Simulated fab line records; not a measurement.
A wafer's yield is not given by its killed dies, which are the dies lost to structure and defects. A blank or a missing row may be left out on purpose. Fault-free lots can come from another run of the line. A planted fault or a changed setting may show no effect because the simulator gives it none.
Which tool did it? || flow sky130 || 24 lots, 72 wafers sampled, at 6 steps of a route of 708

## WHAT THE GAUGES READ, wafer by wafer
SKY_LI_CONTACT_CD_MEAS_12 targets a cd of 170 nm. Usual: 169.8 nm for cdNm, sd 1.2.
{"lot": "L074", "measured": "day 29 09:25", "on": "cdSem-02", "cdNm (nm)": "168.1 169.5 169.1", "flag": ""}
{"lot": "L075", "measured": "day 29 12:39", "on": "cdSem-02", "cdNm (nm)": "170.3 170.3 168.5", "flag": ""}
{"lot": "L076", "measured": "day 29 16:52", "on": "cdSem-02", "cdNm (nm)": "168.3 168.7 169.1", "flag": ""}
{"lot": "L078", "measured": "day 29 18:39", "on": "cdSem-02", "cdNm (nm)": "171.2 170.9 170.4", "flag": ""}
{"lot": "L077", "measured": "day 30 07:32", "on": "cdSem-01", "cdNm (nm)": "171.4 171.4 172.0", "flag": ""}
{"lot": "L079", "measured": "day 30 11:25", "on": "cdSem-01", "cdNm (nm)": "170.4 168.9 170.7", "flag": ""}
{"lot": "L080", "measured": "day 30 20:28", "on": "cdSem-02", "cdNm (nm)": "170.5 168.3 169.3", "flag": ""}
{"lot": "L081", "measured": "day 31 17:01", "on": "cdSem-02", "cdNm (nm)": "171.0 170.0 170.5", "flag": ""}
{"lot": "L082", "measured": "day 31 18:04", "on": "cdSem-02", "cdNm (nm)": "169.2 171.5 171.8", "flag": ""}
{"lot": "L083", "measured": "day 31 21:40", "on": "cdSem-01", "cdNm (nm)": "167.6 168.6 166.9", "flag": ""}
{"lot": "L084", "measured": "day 32 05:06", "on": "cdSem-01", "cdNm (nm)": "172.4 171.1 170.1", "flag": ""}
{"lot": "L085", "measured": "day 32 13:01", "on": "cdSem-02", "cdNm (nm)": "170.2 169.8 170.7", "flag": ""}
{"lot": "L086", "measured": "day 32 19:23", "on": "cdSem-02", "cdNm (nm)": "169.3 168.6 171.0", "flag": ""}
{"lot": "L087", "measured": "day 33 05:21", "on": "cdSem-02", "cdNm (nm)": "170.0 169.3 169.9", "flag": ""}
{"lot": "L088", "measured": "day 33 17:11", "on": "cdSem-02", "cdNm (nm)": "168.9 169.0 168.9", "flag": ""}
{"lot": "L089", "measured": "day 33 23:08", "on": "cdSem-01", "cdNm (nm)": "169.0 167.9 169.2", "flag": ""}
{"lot": "L090", "measured": "day 34 07:52", "on": "cdSem-01", "cdNm (nm)": "170.9 170.6 170.4", "flag": ""}
{"lot": "L091", "measured": "day 34 18:11", "on": "cdSem-02", "cdNm (nm)": "171.0 169.8 169.8", "flag": ""}
{"lot": "L092", "measured": "day 34 19:30", "on": "cdSem-02", "cdNm (nm)": "170.3 172.0 171.0", "flag": ""}
{"lot": "L093", "measured": "day 35 05:06", "on": "cdSem-01", "cdNm (nm)": "169.5 169.8 169.6", "flag": ""}
{"lot": "L094", "measured": "day 35 08:15", "on": "cdSem-01", "cdNm (nm)": "170.0 168.3 168.3", "flag": ""}
{"lot": "L095", "measured": "day 35 18:52", "on": "cdSem-02", "cdNm (nm)": "171.1 170.2 171.4", "flag": ""}
{"lot": "L096", "measured": "day 36 01:47", "on": "cdSem-01", "cdNm (nm)": "168.9 168.2 167.5", "flag": ""}
{"lot": "L097", "measured": "day 36 18:11", "on": "cdSem-02", "cdNm (nm)": "169.0 167.8 169.2", "flag": ""}

SKY_LI_CONTACT_RS_MEAS_22: measurement is done with a four-point probe. Usual: LI_CONTACT_W_RS typically reads 0.285 ohm/sq, with standard deviation 0.0036.
{"lot": "L074", "measured": "day 29 10:16", "on": "filmMetro-03", "LI_CONTACT_W_RS (ohm/sq)": "0.283 0.284 0.284", "flag": ""}
{"lot": "L075", "measured": "day 29 13:30", "on": "filmMetro-03", "LI_CONTACT_W_RS (ohm/sq)": "0.287 0.293 0.294", "flag": ""}
{"lot": "L076", "measured": "day 29 17:43", "on": "filmMetro-02", "LI_CONTACT_W_RS (ohm/sq)": "0.279 0.279 0.282", "flag": ""}
{"lot": "L078", "measured": "day 29 19:30", "on": "filmMetro-02", "LI_CONTACT_W_RS (ohm/sq)": "0.291 0.290 0.288", "flag": ""}
{"lot": "L077", "measured": "day 30 08:23", "on": "filmMetro-02", "LI_CONTACT_W_RS (ohm/sq)": "0.283 0.282 0.283", "flag": ""}
{"lot": "L079", "measured": "day 30 12:17", "on": "filmMetro-01", "LI_CONTACT_W_RS (ohm/sq)": "0.290 0.283 0.283", "flag": ""}
{"lot": "L080", "measured": "day 30 21:18", "on": "filmMetro-03", "LI_CONTACT_W_RS (ohm/sq)": "0.278 0.280 0.280", "flag": ""}
{"lot": "L081", "measured": "day 31 18:02", "on": "filmMetro-01", "LI_CONTACT_W_RS (ohm/sq)": "0.284 0.285 0.287", "flag": ""}
{"lot": "L082", "measured": "day 31 18:55", "on": "filmMetro-01", "LI_CONTACT_W_RS (ohm/sq)": "0.293 0.284 0.290", "flag": ""}
{"lot": "L083", "measured": "day 31 22:31", "on": "filmMetro-01", "LI_CONTACT_W_RS (ohm/sq)": "0.286 0.285 0.285", "flag": ""}
{"lot": "L084", "measured": "day 32 05:57", "on": "filmMetro-01", "LI_CONTACT_W_RS (ohm/sq)": "0.282 0.280 0.289", "flag": ""}
{"lot": "L085", "measured": "day 32 13:51", "on": "filmMetro-01", "LI_CONTACT_W_RS (ohm/sq)": "0.278 0.282 0.282", "flag": ""}
{"lot": "L086", "measured": "day 32 20:13", "on": "filmMetro-01", "LI_CONTACT_W_RS (ohm/sq)": "0.287 0.280 0.282", "flag": ""}
{"lot": "L087", "measured": "day 33 06:12", "on": "filmMetro-02", "LI_CONTACT_W_RS (ohm/sq)": "0.280 0.283 0.281", "flag": ""}
{"lot": "L088", "measured": "day 33 18:01", "on": "filmMetro-03", "LI_CONTACT_W_RS (ohm/sq)": "0.289 0.285 0.286", "flag": ""}
{"lot": "L089", "measured": "day 33 23:59", "on": "filmMetro-01", "LI_CONTACT_W_RS (ohm/sq)": "0.286 0.289 0.283", "flag": ""}
{"lot": "L090", "measured": "day 34 08:43", "on": "filmMetro-02", "LI_CONTACT_W_RS (ohm/sq)": "0.284 0.284 0.285", "flag": ""}
{"lot": "L091", "measured": "day 34 19:01", "on": "filmMetro-01", "LI_CONTACT_W_RS (ohm/sq)": "0.289 0.282 0.290", "flag": ""}
{"lot": "L092", "measured": "day 34 20:21", "on": "filmMetro-03", "LI_CONTACT_W_RS (ohm/sq)": "0.285 0.290 0.281", "flag": ""}
{"lot": "L093", "measured": "day 35 05:57", "on": "filmMetro-01", "LI_CONTACT_W_RS (ohm/sq)": "0.284 0.279 0.282", "flag": ""}
{"lot": "L094", "measured": "day 35 09:06", "on": "filmMetro-02", "LI_CONTACT_W_RS (ohm/sq)": "0.290 0.282 0.287", "flag": ""}
{"lot": "L095", "measured": "day 35 19:43", "on": "filmMetro-01", "LI_CONTACT_W_RS (ohm/sq)": "0.281 0.284 0.287", "flag": ""}
{"lot": "L096", "measured": "day 36 02:38", "on": "filmMetro-01", "LI_CONTACT_W_RS (ohm/sq)": "0.286 0.286 0.285", "flag": ""}
{"lot": "L097", "measured": "day 36 19:03", "on": "filmMetro-01", "LI_CONTACT_W_RS (ohm/sq)": "0.287 0.284 0.285", "flag": ""}

SKY_VIA1_THK_MEAS_01. Usual: VIA1_HDPCVD_THK typically reads 1030 nm, with standard deviation 9.7.
{"lot": "L074", "measured": "day 32 23:59", "on": "filmMetro-02", "VIA1_HDPCVD_THK (nm)": "1028 1032 1041", "flag": ""}
{"lot": "L075", "measured": "day 33 04:43", "on": "filmMetro-01", "VIA1_HDPCVD_THK (nm)": "1023 1020 1027", "flag": ""}
{"lot": "L076", "measured": "day 33 08:20", "on": "filmMetro-01", "VIA1_HDPCVD_THK (nm)": "1029 1017 1033", "flag": ""}
{"lot": "L078", "measured": "day 33 09:59", "on": "filmMetro-01", "VIA1_HDPCVD_THK (nm)": "1022 1042 1030", "flag": ""}
{"lot": "L077", "measured": "day 33 22:07", "on": "filmMetro-02", "VIA1_HDPCVD_THK (nm)": "1032 1042 1038", "flag": ""}
{"lot": "L079", "measured": "day 34 02:12", "on": "filmMetro-02", "VIA1_HDPCVD_THK (nm)": "1031 1027 1042", "flag": ""}
{"lot": "L080", "measured": "day 34 10:54", "on": "filmMetro-01", "VIA1_HDPCVD_THK (nm)": "1031 1020 1024", "flag": ""}
{"lot": "L081", "measured": "day 35 06:58", "on": "filmMetro-03", "VIA1_HDPCVD_THK (nm)": "1036 1026 1021", "flag": ""}
{"lot": "L082", "measured": "day 35 07:06", "on": "filmMetro-02", "VIA1_HDPCVD_THK (nm)": "1034 1020 1038", "flag": ""}
{"lot": "L083", "measured": "day 35 11:22", "on": "filmMetro-03", "VIA1_HDPCVD_THK (nm)": "1035 1047 1052", "flag": ""}
{"lot": "L084", "measured": "day 35 17:58", "on": "filmMetro-02", "VIA1_HDPCVD_THK (nm)": "1030 1044 1037", "flag": ""}
{"lot": "L085", "measured": "day 36 01:12", "on": "filmMetro-02", "VIA1_HDPCVD_THK (nm)": "1024 1032 1042", "flag": ""}
{"lot": "L086", "measured": "day 36 07:10", "on": "filmMetro-01", "VIA1_HDPCVD_THK (nm)": "1035 1028 1039", "flag": ""}
{"lot": "L087", "measured": "day 36 18:08", "on": "filmMetro-02", "VIA1_HDPCVD_THK (nm)": "1038 1036 1026", "flag": ""}
{"lot": "L088", "measured": "day 37 04:49", "on": "filmMetro-03", "VIA1_HDPCVD_THK (nm)": "1009 1023 1035", "flag": ""}
{"lot": "L089", "measured": "day 37 09:28", "on": "filmMetro-02", "VIA1_HDPCVD_THK (nm)": "1027 1032 1031", "flag": ""}
{"lot": "L090", "measured": "day 37 19:29", "on": "filmMetro-02", "VIA1_HDPCVD_THK (nm)": "1023 1026 1045", "flag": ""}
{"lot": "L091", "measured": "day 38 05:37", "on": "filmMetro-03", "VIA1_HDPCVD_THK (nm)": "1032 1016 1012", "flag": ""}
{"lot": "L092", "measured": "day 38 06:30", "on": "filmMetro-01", "VIA1_HDPCVD_THK (nm)": "1027 1045 1037", "flag": ""}
{"lot": "L093", "measured": "day 38 15:20", "on": "filmMetro-03", "VIA1_HDPCVD_THK (nm)": "1016 1023 1011", "flag": ""}
{"lot": "L094", "measured": "day 38 18:53", "on": "filmMetro-01", "VIA1_HDPCVD_THK (nm)": "1021 1015 1039", "flag": ""}
{"lot": "L095", "measured": "day 39 05:04", "on": "filmMetro-01", "VIA1_HDPCVD_THK (nm)": "1011 1027 1034", "flag": ""}
{"lot": "L096", "measured": "day 39 11:35", "on": "filmMetro-02", "VIA1_HDPCVD_THK (nm)": "1031 1013 1024", "flag": ""}
{"lot": "L097", "measured": "day 40 02:44", "on": "filmMetro-03", "VIA1_HDPCVD_THK (nm)": "1016 1009 1042", "flag": ""}

SKY_VIA2_THK_MEAS_23: measures by xrf. Usual: VIA2_W_THK typically reads 409 nm, with standard deviation 7.3.
{"lot": "L074", "measured": "day 36 11:35", "on": "filmMetro-01", "VIA2_W_THK (nm)": "425 418 418", "flag": ""}
{"lot": "L075", "measured": "day 36 15:25", "on": "filmMetro-03", "VIA2_W_THK (nm)": "400 411 408", "flag": ""}
{"lot": "L076", "measured": "day 36 18:33", "on": "filmMetro-04", "VIA2_W_THK (nm)": "413 410 409", "flag": ""}
{"lot": "L078", "measured": "day 36 20:43", "on": "filmMetro-04", "VIA2_W_THK (nm)": "413 418 413", "flag": ""}
{"lot": "L077", "measured": "day 37 08:23", "on": "filmMetro-04", "VIA2_W_THK (nm)": "416 418 416", "flag": ""}
{"lot": "L079", "measured": "day 37 11:51", "on": "filmMetro-04", "VIA2_W_THK (nm)": "415 418 413", "flag": ""}
{"lot": "L080", "measured": "day 37 21:17", "on": "filmMetro-04", "VIA2_W_THK (nm)": "417 422 417", "flag": ""}
{"lot": "L081", "measured": "day 38 16:20", "on": "filmMetro-03", "VIA2_W_THK (nm)": "405 400 394", "flag": ""}
{"lot": "L082", "measured": "day 38 17:22", "on": "filmMetro-01", "VIA2_W_THK (nm)": "407 400 401", "flag": ""}
{"lot": "L083", "measured": "day 38 18:54", "on": "filmMetro-04", "VIA2_W_THK (nm)": "414 414 416", "flag": ""}
{"lot": "L084", "measured": "day 39 03:21", "on": "filmMetro-01", "VIA2_W_THK (nm)": "412 415 415", "flag": ""}
{"lot": "L085", "measured": "day 39 10:11", "on": "filmMetro-01", "VIA2_W_THK (nm)": "415 413 409", "flag": ""}
{"lot": "L086", "measured": "day 39 15:34", "on": "filmMetro-03", "VIA2_W_THK (nm)": "409 415 408", "flag": ""}
{"lot": "L087", "measured": "day 40 01:38", "on": "filmMetro-01", "VIA2_W_THK (nm)": "410 411 415", "flag": ""}
{"lot": "L088", "measured": "day 40 11:36", "on": "filmMetro-04", "VIA2_W_THK (nm)": "402 403 407", "flag": ""}
{"lot": "L089", "measured": "day 40 16:16", "on": "filmMetro-01", "VIA2_W_THK (nm)": "415 415 410", "flag": ""}
{"lot": "L090", "measured": "day 41 01:52", "on": "filmMetro-01", "VIA2_W_THK (nm)": "403 403 405", "flag": ""}
{"lot": "L091", "measured": "day 41 12:33", "on": "filmMetro-04", "VIA2_W_THK (nm)": "402 407 408", "flag": ""}
{"lot": "L092", "measured": "day 41 13:08", "on": "filmMetro-01", "VIA2_W_THK (nm)": "410 403 406", "flag": ""}
{"lot": "L093", "measured": "day 41 21:08", "on": "filmMetro-04", "VIA2_W_THK (nm)": "408 411 410", "flag": ""}
{"lot": "L094", "measured": "day 41 23:35", "on": "filmMetro-04", "VIA2_W_THK (nm)": "410 409 402", "flag": ""}
{"lot": "L095", "measured": "day 42 09:44", "on": "filmMetro-01", "VIA2_W_THK (nm)": "414 413 413", "flag": ""}
{"lot": "L096", "measured": "day 42 16:08", "on": "filmMetro-03", "VIA2_W_THK (nm)": "396 399 396", "flag": ""}
{"lot": "L097", "measured": "day 43 07:59", "on": "filmMetro-03", "VIA2_W_THK (nm)": "398 395 396", "flag": ""}

## TOOL THAT RAN EACH LOT (tool first, then ch and the chambers of the sampled wafers, then the start)
{"lot": "L074", "SKY_LI_CONTACT_CMP_02": "cmp-02 ch 0,2, day 28 04:38", "SKY_VIA2_SPUTTER_20": "pvdSputter-03, day 36 11:17"}
{"lot": "L075", "SKY_LI_CONTACT_CMP_02": "cmp-02 ch 0,1,3, day 28 08:12", "SKY_VIA2_SPUTTER_20": "pvdSputter-03, day 36 15:07"}
{"lot": "L076", "SKY_LI_CONTACT_CMP_02": "cmp-02 ch 0,1, day 28 12:15", "SKY_VIA2_SPUTTER_20": "pvdSputter-03, day 36 18:14"}
{"lot": "L078", "SKY_LI_CONTACT_CMP_02": "cmp-02 ch 0,2,3, day 28 14:47", "SKY_VIA2_SPUTTER_20": "pvdSputter-03, day 36 20:25"}
{"lot": "L077", "SKY_LI_CONTACT_CMP_02": "cmp-02 ch 1,2,3, day 29 03:02", "SKY_VIA2_SPUTTER_20": "pvdSputter-03, day 37 08:04"}
{"lot": "L079", "SKY_LI_CONTACT_CMP_02": "cmp-02 ch 1,2,3, day 29 07:02", "SKY_VIA2_SPUTTER_20": "pvdSputter-03, day 37 11:32"}
{"lot": "L080", "SKY_LI_CONTACT_CMP_02": "cmp-01 ch 0,3, day 29 16:50", "SKY_VIA2_SPUTTER_20": "pvdSputter-03, day 37 20:58"}
{"lot": "L081", "SKY_LI_CONTACT_CMP_02": "cmp-02 ch 1,2,3, day 30 13:12", "SKY_VIA2_SPUTTER_20": "pvdSputter-03, day 38 16:01"}
{"lot": "L082", "SKY_LI_CONTACT_CMP_02": "cmp-01 ch 0,1,3, day 30 14:44", "SKY_VIA2_SPUTTER_20": "pvdSputter-01, day 38 17:02"}
{"lot": "L083", "SKY_LI_CONTACT_CMP_02": "cmp-02 ch 0,1,2, day 30 17:39", "SKY_VIA2_SPUTTER_20": "pvdSputter-03, day 38 18:35"}
{"lot": "L084", "SKY_LI_CONTACT_CMP_02": "cmp-01 ch 0,2,3, day 31 02:27", "SKY_VIA2_SPUTTER_20": "pvdSputter-01, day 39 03:02"}
{"lot": "L085", "SKY_LI_CONTACT_CMP_02": "cmp-01 ch 2,3, day 31 09:35", "SKY_VIA2_SPUTTER_20": "pvdSputter-03, day 39 09:53"}
{"lot": "L086", "SKY_LI_CONTACT_CMP_02": "cmp-02 ch 0,2, day 31 16:23", "SKY_VIA2_SPUTTER_20": "pvdSputter-03, day 39 15:16"}
{"lot": "L087", "SKY_LI_CONTACT_CMP_02": "cmp-02 ch 2,3, day 32 01:45", "SKY_VIA2_SPUTTER_20": "pvdSputter-01, day 40 01:19"}
{"lot": "L088", "SKY_LI_CONTACT_CMP_02": "cmp-01 ch 1,2, day 32 14:59", "SKY_VIA2_SPUTTER_20": "pvdSputter-03, day 40 11:16"}
{"lot": "L089", "SKY_LI_CONTACT_CMP_02": "cmp-01 ch 1,2,3, day 32 20:42", "SKY_VIA2_SPUTTER_20": "pvdSputter-01, day 40 15:56"}
{"lot": "L090", "SKY_LI_CONTACT_CMP_02": "cmp-01 ch 2,3, day 33 04:48", "SKY_VIA2_SPUTTER_20": "pvdSputter-04, day 41 01:32"}
{"lot": "L091", "SKY_LI_CONTACT_CMP_02": "cmp-01 ch 0,1,3, day 33 15:51", "SKY_VIA2_SPUTTER_20": "pvdSputter-03, day 41 12:13"}
{"lot": "L092", "SKY_LI_CONTACT_CMP_02": "cmp-02 ch 2,3, day 33 17:23", "SKY_VIA2_SPUTTER_20": "pvdSputter-01, day 41 12:49"}
{"lot": "L093", "SKY_LI_CONTACT_CMP_02": "cmp-01 ch 0,1, day 34 02:36", "SKY_VIA2_SPUTTER_20": "pvdSputter-03, day 41 20:49"}
{"lot": "L094", "SKY_LI_CONTACT_CMP_02": "cmp-01 ch 2,3, day 34 05:06", "SKY_VIA2_SPUTTER_20": "pvdSputter-03, day 41 23:14"}
{"lot": "L095", "SKY_LI_CONTACT_CMP_02": "cmp-01 ch 0,1, day 34 16:39", "SKY_VIA2_SPUTTER_20": "pvdSputter-04, day 42 09:25"}
{"lot": "L096", "SKY_LI_CONTACT_CMP_02": "cmp-02 ch 1,2,3, day 34 23:35", "SKY_VIA2_SPUTTER_20": "pvdSputter-04, day 42 15:49"}
{"lot": "L097", "SKY_LI_CONTACT_CMP_02": "cmp-02 ch 0,1,2, day 35 16:29", "SKY_VIA2_SPUTTER_20": "pvdSputter-03, day 43 07:40"}
- SKY_LI_CONTACT_CMP_02: polishes PSG.
- SKY_VIA2_SPUTTER_20: material TiN, target thk 20 nm, time 80 s.

## AS READ BY THE TOOLS THEMSELVES (means over the sampled wafers that have a number; for cases with no such wafer, the mark the record gives instead)
SKY_LI_CONTACT_CMP_02. Usual: edgeZonePressureFrac 1.000, standard deviation 0.0054; motorCurrentA 12.8 A, standard deviation 1.1; slurryFlowMlMin 149.9, standard deviation 0.48; timeToEndpointS 34 s, standard deviation 3.3.
{"lot": "L074", "tool": "cmp-02", "edgeZonePressureFrac": 1.007, "motorCurrentA (A)": 12.7, "slurryFlowMlMin": 149.8, "timeToEndpointS (s)": 28, "flag": ""}
{"lot": "L075", "tool": "cmp-02", "edgeZonePressureFrac": 0.994, "motorCurrentA (A)": 13.3, "slurryFlowMlMin": 149.4, "timeToEndpointS (s)": 34, "flag": ""}
{"lot": "L076", "tool": "cmp-02", "edgeZonePressureFrac": 0.996, "motorCurrentA (A)": 12.7, "slurryFlowMlMin": 149.8, "timeToEndpointS (s)": 33, "flag": ""}
{"lot": "L078", "tool": "cmp-02", "edgeZonePressureFrac": 1.000, "motorCurrentA (A)": 13.6, "slurryFlowMlMin": 149.5, "timeToEndpointS (s)": 32, "flag": ""}
{"lot": "L077", "tool": "cmp-02", "edgeZonePressureFrac": 1.002, "motorCurrentA (A)": 13.4, "slurryFlowMlMin": 149.9, "timeToEndpointS (s)": 34, "flag": ""}
{"lot": "L079", "tool": "cmp-02", "edgeZonePressureFrac": 0.993, "motorCurrentA (A)": 13.6, "slurryFlowMlMin": 149.4, "timeToEndpointS (s)": 32, "flag": ""}
{"lot": "L080", "tool": "cmp-01", "edgeZonePressureFrac": 1.002, "motorCurrentA (A)": 11.6, "slurryFlowMlMin": 149.5, "timeToEndpointS (s)": 36, "flag": ""}
{"lot": "L081", "tool": "cmp-02", "edgeZonePressureFrac": 1.000, "motorCurrentA (A)": 12.9, "slurryFlowMlMin": 149.5, "timeToEndpointS (s)": 34, "flag": ""}
{"lot": "L082", "tool": "cmp-01", "edgeZonePressureFrac": 0.996, "motorCurrentA (A)": 12.1, "slurryFlowMlMin": 149.7, "timeToEndpointS (s)": 33, "flag": ""}
{"lot": "L083", "tool": "cmp-02", "edgeZonePressureFrac": 1.003, "motorCurrentA (A)": 12.8, "slurryFlowMlMin": 150.1, "timeToEndpointS (s)": 35, "flag": ""}
{"lot": "L084", "tool": "cmp-01", "edgeZonePressureFrac": 0.994, "motorCurrentA (A)": 12.5, "slurryFlowMlMin": 150.1, "timeToEndpointS (s)": 38, "flag": ""}
{"lot": "L085", "tool": "cmp-01", "edgeZonePressureFrac": 0.998, "motorCurrentA (A)": 13.7, "slurryFlowMlMin": 150.1, "timeToEndpointS (s)": 38, "flag": ""}
{"lot": "L086", "tool": "cmp-02", "edgeZonePressureFrac": 1.006, "motorCurrentA (A)": 12.4, "slurryFlowMlMin": 149.9, "timeToEndpointS (s)": 32, "flag": ""}
{"lot": "L087", "tool": "cmp-02", "edgeZonePressureFrac": 1.003, "motorCurrentA (A)": 13.7, "slurryFlowMlMin": 150.3, "timeToEndpointS (s)": 36, "flag": ""}
{"lot": "L088", "tool": "cmp-01", "edgeZonePressureFrac": 0.997, "motorCurrentA (A)": 13.4, "slurryFlowMlMin": 149.9, "timeToEndpointS (s)": 32, "flag": ""}
{"lot": "L089", "tool": "cmp-01", "edgeZonePressureFrac": 1.002, "motorCurrentA (A)": 13.0, "slurryFlowMlMin": 149.7, "timeToEndpointS (s)": 30, "flag": ""}
{"lot": "L090", "tool": "cmp-01", "edgeZonePressureFrac": 1.004, "motorCurrentA (A)": 13.0, "slurryFlowMlMin": 150.0, "timeToEndpointS (s)": 34, "flag": ""}
{"lot": "L091", "tool": "cmp-01", "edgeZonePressureFrac": 1.009, "motorCurrentA (A)": 11.9, "slurryFlowMlMin": 149.5, "timeToEndpointS (s)": 35, "flag": ""}
{"lot": "L092", "tool": "cmp-02", "edgeZonePressureFrac": 0.999, "motorCurrentA (A)": 13.2, "slurryFlowMlMin": 150.2, "timeToEndpointS (s)": 34, "flag": ""}
{"lot": "L093", "tool": "cmp-01", "edgeZonePressureFrac": 1.002, "motorCurrentA (A)": 11.7, "slurryFlowMlMin": 150.5, "timeToEndpointS (s)": 35, "flag": ""}
{"lot": "L094", "tool": "cmp-01", "edgeZonePressureFrac": 0.999, "motorCurrentA (A)": 12.8, "slurryFlowMlMin": 150.4, "timeToEndpointS (s)": 37, "flag": ""}
{"lot": "L095", "tool": "cmp-01", "edgeZonePressureFrac": 0.996, "motorCurrentA (A)": 12.4, "slurryFlowMlMin": 150.3, "timeToEndpointS (s)": 35, "flag": ""}
{"lot": "L096", "tool": "cmp-02", "edgeZonePressureFrac": 0.995, "motorCurrentA (A)": 13.3, "slurryFlowMlMin": 150.4, "timeToEndpointS (s)": 38, "flag": ""}
{"lot": "L097", "tool": "cmp-02", "edgeZonePressureFrac": 0.998, "motorCurrentA (A)": 12.8, "slurryFlowMlMin": 150.4, "timeToEndpointS (s)": 33, "flag": ""}

SKY_VIA2_SPUTTER_20. Usual: 30.3 % for throttleValvePct, sd 1.2.
{"lot": "L074", "tool": "pvdSputter-03", "throttleValvePct (%)": 29.8, "flag": ""}
{"lot": "L075", "tool": "pvdSputter-03", "throttleValvePct (%)": 30.5, "flag": ""}
{"lot": "L076", "tool": "pvdSputter-03", "throttleValvePct (%)": 29.9, "flag": ""}
{"lot": "L078", "tool": "pvdSputter-03", "throttleValvePct (%)": 31.2, "flag": ""}
{"lot": "L077", "tool": "pvdSputter-03", "throttleValvePct (%)": 30.5, "flag": ""}
{"lot": "L079", "tool": "pvdSputter-03", "throttleValvePct (%)": 30.0, "flag": ""}
{"lot": "L080", "tool": "pvdSputter-03", "throttleValvePct (%)": 29.2, "flag": ""}
{"lot": "L081", "tool": "pvdSputter-03", "throttleValvePct (%)": 29.1, "flag": ""}
{"lot": "L082", "tool": "pvdSputter-01", "throttleValvePct (%)": 30.4, "flag": ""}
{"lot": "L083", "tool": "pvdSputter-03", "throttleValvePct (%)": 29.6, "flag": ""}
{"lot": "L084", "tool": "pvdSputter-01", "throttleValvePct (%)": 29.5, "flag": ""}
{"lot": "L085", "tool": "pvdSputter-03", "throttleValvePct (%)": 29.7, "flag": ""}
{"lot": "L086", "tool": "pvdSputter-03", "throttleValvePct (%)": 29.8, "flag": ""}
{"lot": "L087", "tool": "pvdSputter-01", "throttleValvePct (%)": 29.7, "flag": ""}
{"lot": "L088", "tool": "pvdSputter-03", "throttleValvePct (%)": 29.8, "flag": ""}
{"lot": "L089", "tool": "pvdSputter-01", "throttleValvePct (%)": 31.6, "flag": ""}
{"lot": "L090", "tool": "pvdSputter-04", "throttleValvePct (%)": 29.9, "flag": ""}
{"lot": "L091", "tool": "pvdSputter-03", "throttleValvePct (%)": 30.4, "flag": ""}
{"lot": "L092", "tool": "pvdSputter-01", "throttleValvePct (%)": 31.7, "flag": ""}
{"lot": "L093", "tool": "pvdSputter-03", "throttleValvePct (%)": 31.3, "flag": ""}
{"lot": "L094", "tool": "pvdSputter-03", "throttleValvePct (%)": 30.7, "flag": ""}
{"lot": "L095", "tool": "pvdSputter-04", "throttleValvePct (%)": 30.2, "flag": ""}
{"lot": "L096", "tool": "pvdSputter-04", "throttleValvePct (%)": 30.4, "flag": ""}
{"lot": "L097", "tool": "pvdSputter-03", "throttleValvePct (%)": 31.0, "flag": ""}

## THE ANSWER, worked out from the rows above alone
Rule: lot off if the mean of its wafers having a number is beyond 3 standard deviations from the usual mean. A lot without any number at a reading at which 4 lots or more have one is off too. Where the step has rows for the other lots, those lots are counted as sound. After the gauges, taken in route order, come the tools' own readings; for these a lot's mean is taken, as printed above. At the first step where some lot is off, the reading lying furthest off is the one used; lots without a number count as furthest.
No lot is off on any of the readings shown, so nothing can be concluded from this.

## WHAT THE SIMULATOR HAD PUT IN
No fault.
